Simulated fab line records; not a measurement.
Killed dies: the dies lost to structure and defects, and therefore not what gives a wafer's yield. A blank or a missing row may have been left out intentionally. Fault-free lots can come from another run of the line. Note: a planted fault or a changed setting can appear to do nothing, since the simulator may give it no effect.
fab line records	flow gf180mcu
record: lots: 14	wafers: 42	lastDay: 34
route steps=602 shown LVPWELL@62 VT_IMPLANT@130 MVSD@136 DUAL_GATE@152
lots that met no fault: from a run of the same line without faults
startH: start of the lot's first displayed wafer, in hours after the record's first day	waitH: hours from the lot's prior step to this one	" same as the row above	L1.1+2: one row covering several wafers at once	- no value, or no start given	* or withheld: withheld	< > ~ a bound
route shown NAME@n: a module of which the file shows steps, and the number in the route of the first	usual: average and standard deviation across the fault-free wafers	same: alike in all rows	chamber/n: place in a boat	sites: readings site by site	_std_site: their standard deviation	_edge_site: mean of outer sites minus mean of inner sites	radiusMm: how far each site lies from the wafer's centre	mask NAME#n: copy n	behind: the most recent tool/chamber to have shaped the wafer	hold: what put the lot on hold/how long, in hours/how the hold closed	device: which transistor (n, p or np) failed to switch	end of line: tests of these same wafers at the route's end	for a step that has no rows: nothing shown but its recipe	killed: count of dies lost to structure and defects at first sort (not the wafer's yield)	map: a wafer's dies, marking killed ones x, the rest . and places with no die _
set.NAME: the setting as run; set.NAME@STEP: as run at that earlier step	model.NAME: the simulator's own value behind a step, which no gauge read
route steps across a sampled set of lots; one table per step, one row per wafer
services: when a tool's chamber went out of use (startH, in hours from the record's first day, below 0 if earlier), for how many hours, and the reason
== steps ==
step: GF_LVPWELL_IMPLANT_08
recipe: species: B	energyKev: 170	doseCm2: 1.5e+13	tiltDeg: 0
lot.wafer	tool	chamber	startH	waitH
L430.2+3+5	implanter-02	0	68.80	0.0
L431.3+4+6	implanter-04	0	74.29	0.1
L432.1+2+3	implanter-03	0	78.64	0.0
L433.4+5+6	implanter-02	0	87.64	0.1
L434.2+3+6	implanter-04	0	90.66	0.0
L435.2+3+5	implanter-04	0	96.01	0.0
L436.3+4+6	implanter-02	0	101.41	0.1
L437.2+4+6	implanter-03	0	107.16	0.0
L438.2+4+5	implanter-04	0	113.53	0.0
L439.1+4+6	implanter-03	0	119.13	0.0
L445.2+3+5	implanter-02	0	152.00	0.0
L446.1+2+5	implanter-02	0	161.28	0.0
L451.2+3+6	implanter-04	0	188.00	0.0
L453.4+5+6	implanter-04	0	199.23	0.1
step: GF_VT_IMPLANT_OVL_MEAS_40
usual: VT_IMPLANT_03_OVL: -0.3/1.4
lot.wafer	tool	chamber	startH	waitH	VT_IMPLANT_03_OVL[nm]
L430.2	overlay-01	-	154.78	0.1	1.4
L430.3	"	-	"	"	2.3
L430.5	"	-	"	"	1.1
L431.3	overlay-02	-	162.60	0.1	-0.4
L431.4	"	-	"	"	-0.5
L431.6	"	-	"	"	-1.8
L432.1	overlay-01	-	167.39	0.1	2.0
L432.2	"	-	"	"	-0.8
L432.3	"	-	"	"	-0.3
L433.4	overlay-02	-	178.04	0.1	2.7
L433.5	"	-	"	"	1.7
L433.6	"	-	"	"	0.5
L434.2	overlay-02	-	181.78	0.1	2.6
L434.3	"	-	"	"	0.2
L434.6	"	-	"	"	1.0
L435.2	overlay-02	-	188.84	0.1	-0.9
L435.3	"	-	"	"	0.6
L435.5	"	-	"	"	-1.1
L436.3	overlay-01	-	194.45	0.1	-0.1
L436.4	"	-	"	"	-0.2
L436.6	"	-	"	"	-0.2
L437.2	overlay-02	-	201.04	0.1	-1.7
L437.4	"	-	"	"	-0.3
L437.6	"	-	"	"	0.3
L438.2	overlay-01	-	208.08	0.1	-0.8
L438.4	"	-	"	"	0.7
L438.5	"	-	"	"	-0.6
L439.1	overlay-01	-	218.29	0.1	-0.6
L439.4	"	-	"	"	1.3
L439.6	"	-	"	"	-0.8
L445.2	overlay-01	-	255.20	0.1	-1.1
L445.3	"	-	"	"	0.1
L445.5	"	-	"	"	-0.2
L446.1	overlay-01	-	267.52	0.1	0.9
L446.2	"	-	"	"	1.1
L446.5	"	-	"	"	2.7
L451.2	overlay-02	-	300.85	0.1	0.0
L451.3	"	-	"	"	-0.4
L451.6	"	-	"	"	-0.9
L453.4	overlay-02	-	313.50	0.1	-0.2
L453.5	"	-	"	"	0.0
L453.6	"	-	"	"	-1.5
step: GF_VT_IMPLANT_RS_MEAS_46
recipe: thkMeasGauge: four-point-probe
usual: MVSD_RS: 456.5/0.96
lot.wafer	tool	chamber	startH	waitH	MVSD_RS[ohm/sq]
L430.2	filmMetro-04	-	155.39	0.2	457.0
L430.3	"	-	"	"	458.8
L430.5	"	-	"	"	457.9
L431.3	filmMetro-03	-	163.13	0.1	455.6
L431.4	"	-	"	"	454.4
L431.6	"	-	"	"	455.5
L432.1	filmMetro-03	-	167.99	0.2	455.6
L432.2	"	-	"	"	457.3
L432.3	"	-	"	"	457.6
L433.4	filmMetro-03	-	178.58	0.1	455.6
L433.5	"	-	"	"	457.3
L433.6	"	-	"	"	457.3
L434.2	filmMetro-01	-	182.29	0.1	456.4
L434.3	"	-	"	"	456.0
L434.6	"	-	"	"	454.4
L435.2	filmMetro-03	-	189.35	0.1	456.6
L435.3	"	-	"	"	457.3
L435.5	"	-	"	"	456.1
L436.3	filmMetro-03	-	194.97	0.1	456.3
L436.4	"	-	"	"	456.2
L436.6	"	-	"	"	454.9
L437.2	filmMetro-04	-	201.56	0.1	456.9
L437.4	"	-	"	"	456.2
L437.6	"	-	"	"	456.4
L438.2	filmMetro-03	-	208.59	0.1	456.9
L438.4	"	-	"	"	455.6
L438.5	"	-	"	"	457.1
L439.1	filmMetro-03	-	218.78	0.1	456.7
L439.4	"	-	"	"	457.2
L439.6	"	-	"	"	456.6
L445.2	filmMetro-04	-	255.71	0.1	456.8
L445.3	"	-	"	"	457.4
L445.5	"	-	"	"	456.8
L446.1	filmMetro-04	-	268.02	0.1	456.6
L446.2	"	-	"	"	457.4
L446.5	"	-	"	"	456.4
L451.2	filmMetro-04	-	301.42	0.1	456.6
L451.3	"	-	"	"	457.3
L451.6	"	-	"	"	457.8
L453.4	filmMetro-04	-	314.04	0.1	458.2
L453.5	"	-	"	"	457.8
L453.6	"	-	"	"	456.3
step: GF_VT_IMPLANT_RS_MEAS_48
recipe: thkMeasGauge: four-point-probe
usual: LVPWELL_RS: 1196/3.6
lot.wafer	tool	chamber	startH	waitH	LVPWELL_RS[ohm/sq]
L430.2	filmMetro-04	-	155.63	0.1	1200
L430.3	"	-	"	"	1194
L430.5	"	-	"	"	1194
L431.3	filmMetro-03	-	163.37	0.1	1197
L431.4	"	-	"	"	1196
L431.6	"	-	"	"	1198
L432.1	filmMetro-03	-	168.23	0.1	1195
L432.2	"	-	"	"	1195
L432.3	"	-	"	"	1197
L433.4	filmMetro-03	-	178.82	0.1	1190
L433.5	"	-	"	"	1192
L433.6	"	-	"	"	1193
L434.2	filmMetro-01	-	182.53	0.1	1195
L434.3	"	-	"	"	1192
L434.6	"	-	"	"	1196
L435.2	filmMetro-03	-	189.59	0.1	1190
L435.3	"	-	"	"	1190
L435.5	"	-	"	"	1189
L436.3	filmMetro-03	-	195.21	0.1	1190
L436.4	"	-	"	"	1191
L436.6	"	-	"	"	1192
L437.2	filmMetro-04	-	201.80	0.1	1201
L437.4	"	-	"	"	1198
L437.6	"	-	"	"	1206
L438.2	filmMetro-03	-	208.83	0.1	1194
L438.4	"	-	"	"	1196
L438.5	"	-	"	"	1197
L439.1	filmMetro-03	-	219.02	0.1	1201
L439.4	"	-	"	"	1197
L439.6	"	-	"	"	1201
L445.2	filmMetro-04	-	255.95	0.1	1200
L445.3	"	-	"	"	1219
L445.5	"	-	"	"	1198
L446.1	filmMetro-04	-	268.26	0.1	1213
L446.2	"	-	"	"	1192
L446.5	"	-	"	"	1189
L451.2	filmMetro-04	-	301.66	0.1	1195
L451.3	"	-	"	"	1189
L451.6	"	-	"	"	1195
L453.4	filmMetro-04	-	314.28	0.1	1202
L453.5	"	-	"	"	1203
L453.6	"	-	"	"	1201
step: GF_DUAL_GATE_OVL_MEAS_11
usual: DUAL_GATE_OVL: 1.7/1.3
lot.wafer	tool	chamber	startH	waitH	DUAL_GATE_OVL[nm]
L430.2	overlay-02	-	174.65	0.1	1.3
L430.3	"	-	"	"	1.4
L430.5	"	-	"	"	0.6
L431.3	overlay-02	-	182.01	0.1	2.3
L431.4	"	-	"	"	4.3
L431.6	"	-	"	"	3.2
L432.1	overlay-02	-	186.45	0.1	1.6
L432.2	"	-	"	"	3.5
L432.3	"	-	"	"	3.9
L433.4	overlay-01	-	197.26	0.1	0.9
L433.5	"	-	"	"	2.7
L433.6	"	-	"	"	1.3
L434.2	overlay-02	-	203.43	0.1	1.7
L434.3	"	-	"	"	-0.2
L434.6	"	-	"	"	0.7
L435.2	overlay-01	-	209.09	0.1	2.4
L435.3	"	-	"	"	0.5
L435.5	"	-	"	"	1.7
L436.3	overlay-01	-	214.23	0.1	-0.7
L436.4	"	-	"	"	2.1
L436.6	"	-	"	"	3.1
L437.2	overlay-01	-	221.45	0.1	2.5
L437.4	"	-	"	"	0.9
L437.6	"	-	"	"	1.5
L438.2	overlay-01	-	228.03	0.1	2.0
L438.4	"	-	"	"	2.4
L438.5	"	-	"	"	2.7
L439.1	overlay-02	-	238.84	0.1	0.6
L439.4	"	-	"	"	1.3
L439.6	"	-	"	"	1.1
L445.2	overlay-01	-	278.20	0.1	0.9
L445.3	"	-	"	"	0.6
L445.5	"	-	"	"	3.4
L446.1	overlay-01	-	289.89	0.1	2.6
L446.2	"	-	"	"	1.2
L446.5	"	-	"	"	0.5
L451.2	overlay-01	-	324.73	0.1	2.6
L451.3	"	-	"	"	2.8
L451.6	"	-	"	"	4.2
L453.4	overlay-02	-	336.94	0.1	2.2
L453.5	"	-	"	"	3.8
L453.6	"	-	"	"	3.7
== services ==
tool	chamber	startH	hours	kind
implanter-03	-	47.51	1.8	pm
implanter-03	-	151.56	58.8	pm
implanter-02	-	161.87	2.3	repair
implanter-04	-	194.09	4.4	repair
== key ==
firstSign: step: GF_VT_IMPLANT_RS_MEAS_48	reading: LVPWELL_RS	direction: up	sigmas: 5.6	usual: 1196	struck: 1216
effect none on later readings
metAt GF_LVPWELL_IMPLANT_08
struckLots L445,L446
struckWafers L445.3,L446.1
testerLeftOut L445,L446
notActingAt GF_VT_IMPLANT_OVL_MEAS_40,GF_VT_IMPLANT_RS_MEAS_46,GF_DUAL_GATE_OVL_MEAS_11
onsetBetween 101.41 152.00
fault: kind: processParameterDrift	tool: implanter-02	chamber: -	onsetH: 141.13	steps: GF_LVPWELL_IMPLANT_08	channel: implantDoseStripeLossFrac	offset: 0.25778	shape: step	endH: 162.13	scope: struckWafersOnly
testerLeftOut: of these lots the tester's yield and bins aren't shown, on N5 and GAA mostly nor the transistor test; their killed dies are dies lost to structure and defects alone, not to doping, threshold or leakage, so they don't give the yield
